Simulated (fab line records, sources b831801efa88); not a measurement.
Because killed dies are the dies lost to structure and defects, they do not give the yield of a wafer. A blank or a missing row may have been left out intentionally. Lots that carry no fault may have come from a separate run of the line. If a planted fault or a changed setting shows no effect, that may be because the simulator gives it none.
Comparing a struck lot with a sound one    flow sky130    38 steps out of a route of 708
Sound: wafers L520.3, L520.5, L520.6. The struck wafers were L527.1, L527.4, L527.5. The cause comes at the end.
At each step with rows: each side's tool, then ch and its chambers, then its first start. Under that, the readings that differ: sound wafers    struck wafers    difference of the means    sigmas: that difference in standard deviations of wafers without a fault.
alike: readings whose means differ by less than 2 such deviations, and words and numbers that are the same on both sides. not compared: withheld readings, readings that some wafer has no value for, bounds like >300 that may hide the same value, and numbers for which the record gives no deviation and whose values overlap.
The two part at a step that has a row with sigmas, a row that says differs or no value, or rows on one side only. Non-overlapping numbers with no deviation appear without sigmas and do not part them. A reading missing from all wafers of one side parts the sides only when that side holds two or more wafers.

first, 9 steps without rows for these wafers: SKY_VIA3_SPUTTER_20 (material TiN, target thk 20 nm, time 80 s); SKY_VIA3_CVD_21 (deposits W, target thk 390 nm, time 117.31 s); SKY_VIA3_CMP_24 (polishes, stops on SiO2, t overpolish 20 s, target thk 0 nm); SKY_METAL4_SPUTTER_00 (material Ti, target thk 15 nm, time 10 s); SKY_METAL4_SPUTTER_01 (material TiN, target thk 20 nm, time 16.7 s); SKY_METAL4_SPUTTER_02 (material AlCu, target thk 735 nm, time 39.1 s); SKY_METAL4_SPUTTER_03 (material Ti, target thk 5 nm, time 3.3 s); SKY_METAL4_SPUTTER_04 (material TiN, target thk 70 nm, time 58.3 s); SKY_CAP2M_CVD_00 (deposits SiO2, target thk 15.5 nm).
SKY_CAP2M_SPUTTER_02: material TiN, target thk 200 nm, time 166.7 s.
  sound: pvdSputter-02 at day 44 07:35; struck: pvdSputter-04 at day 46 01:25
reading                                   sound            struck             difference  sigmas
model.TiN_of_CAP2M_SPUTTER_02.thkNm (nm)  198 198.3 199.3  206.9 207.7 204.8  +7.9        
  alike: susceptorTempC, throttleValvePct
SKY_CAP2M_RS_MEAS_03: uses a four-point probe to measure.
  sound: filmMetro-01 at day 44 07:44; struck: filmMetro-02 at day 46 01:31
reading                sound           struck          difference  sigmas
CAP2M_TIN_RS (ohm/sq)  6.99 6.97 6.94  6.67 6.64 6.75  -0.28       -4
SKY_CAP2M_THK_MEAS_04: measures by xrf.
  sound: filmMetro-01 at day 44 07:50; struck: filmMetro-02 at day 46 01:38
reading             sound              struck             difference  sigmas
CAP2M_TIN_THK (nm)  202.5 203.0 203.7  211.0 211.3 208.4  +7.2        +3
then, 7 steps without rows for these wafers: SKY_CAP2M_DEHYDRATE_05 (time 60 s); SKY_CAP2M_HMDS_06 (prime time 60 s); SKY_CAP2M_COAT_07 (resist thk 1140 nm); SKY_CAP2M_SOFTBAKE_08 (time 60 s); SKY_CAP2M_EXPOSE_09 (exposes mask CAP2M, target cd 1000 nm); SKY_CAP2M_PEB_10; SKY_CAP2M_DEVELOP_11 (develop time 60 s).
SKY_CAP2M_METAL_ETCH_13: etches TiN in Cl2/BCl3, stops on SiO2, target depth 220 nm, time 62.9 s.
  sound on rieMetal-04 ch 0,1, day 45 05:41; struck on rieMetal-04 ch 0,1, day 46 21:46
reading                          sound              struck             difference  sigmas
oesProductAu (a.u.)              0.938 0.934 0.938  0.957 0.961 0.948  +0.019      +3
model.CAP2M.featureDepthNm (nm)  198 198.3 199.3    206.9 207.7 204.8  +7.9        
model.etch.depthNm (nm)          198 198.3 199.3    206.9 207.7 204.8  +7.9        
  alike: drypumpMotorCurrentA, heBacksideLeakSccm, mfcCl2Sccm, throttleValvePct
  not compared: rfHoursCounterH
then, 16 steps without rows for these wafers: SKY_CAP2M_STRIP_14 (strips in O2/N2); SKY_CAP2M_STRIP_15 (strips in post etch residue remover, time 1200 s); SKY_CAP2M_CLEAN_16 (cleans in IPA, time 180 s); SKY_CAP2M_CLEAN_17 (cleans in O3/DIW); SKY_METAL4_DEHYDRATE_05 (time 60 s); SKY_METAL4_HMDS_06 (prime time 60 s); SKY_METAL4_COAT_07 (resist thk 60 nm); SKY_METAL4_COAT_08 (resist thk 1140 nm); SKY_METAL4_SOFTBAKE_09 (time 90 s); SKY_METAL4_EXPOSE_10 (exposes mask MM4, target cd 300 nm); SKY_METAL4_PEB_11; SKY_METAL4_DEVELOP_12 (develop time 60 s); SKY_METAL4_DESCUM_15 (chemistry O2, time 8 s); SKY_METAL4_ETCH_16 (etches BARC in N2/H2, stops on SiO2, time 88.2 s, target depth 60 nm); SKY_METAL4_ETCH_17 (etches SiO2 in C4F8/O2/Ar, stops on TiN, time 3.9 s, target depth 15 nm); SKY_METAL4_METAL_ETCH_18 (etches the open film in Cl2/BCl3, stops on SiO2, target depth 845 nm, time 183.1 s).
SKY_METAL4_STRIP_20: strips in post etch residue remover, time 1200 s.
  sound on wetBench-01 ch 3, day 46 04:15; struck on wetBench-03 ch 0, day 47 18:58
reading                                   sound              struck             difference  sigmas
model.TiN_of_CAP2M_SPUTTER_02.thkNm (nm)  197.1 197.5 198.4  206.1 206.9 203.9  +8.0        
-- the record jumps here: 3 days lie between the struck wafers' starts before and after (it left off in module METAL4 and takes up again in module PAD_OPEN, whose first step shown is number 708 of the route) --
SKY_PAD_OPEN_PROBE_99:
  sound: prober-02 at day 49 13:10; struck: prober-02 at day 50 23:02
reading                         sound             struck            difference  sigmas
model.etest.capMim2.plateOhmSq  6.01 6.022 6.042  5.81 5.726 5.809  -0.24       
  alike: defectLimitedYield, killed_at_M0_to_M3, killed_at_M4_up, killedAtContacts, killedAtFrontEnd, killedAtOther, killedDies, killedOpen, killedShort, sort_bin_3_pad_short, sort_bin_5_function, sort_bin_6_memory, sortNPass, sortYieldPct

WHERE THEY PART
Last at SKY_CAP2M_METAL_ETCH_13 as far as this record goes, first at SKY_CAP2M_RS_MEAS_03. Later steps at which nothing parts them and some readings are alike: SKY_PAD_OPEN_PROBE_99.

WHY: what the simulator had put in
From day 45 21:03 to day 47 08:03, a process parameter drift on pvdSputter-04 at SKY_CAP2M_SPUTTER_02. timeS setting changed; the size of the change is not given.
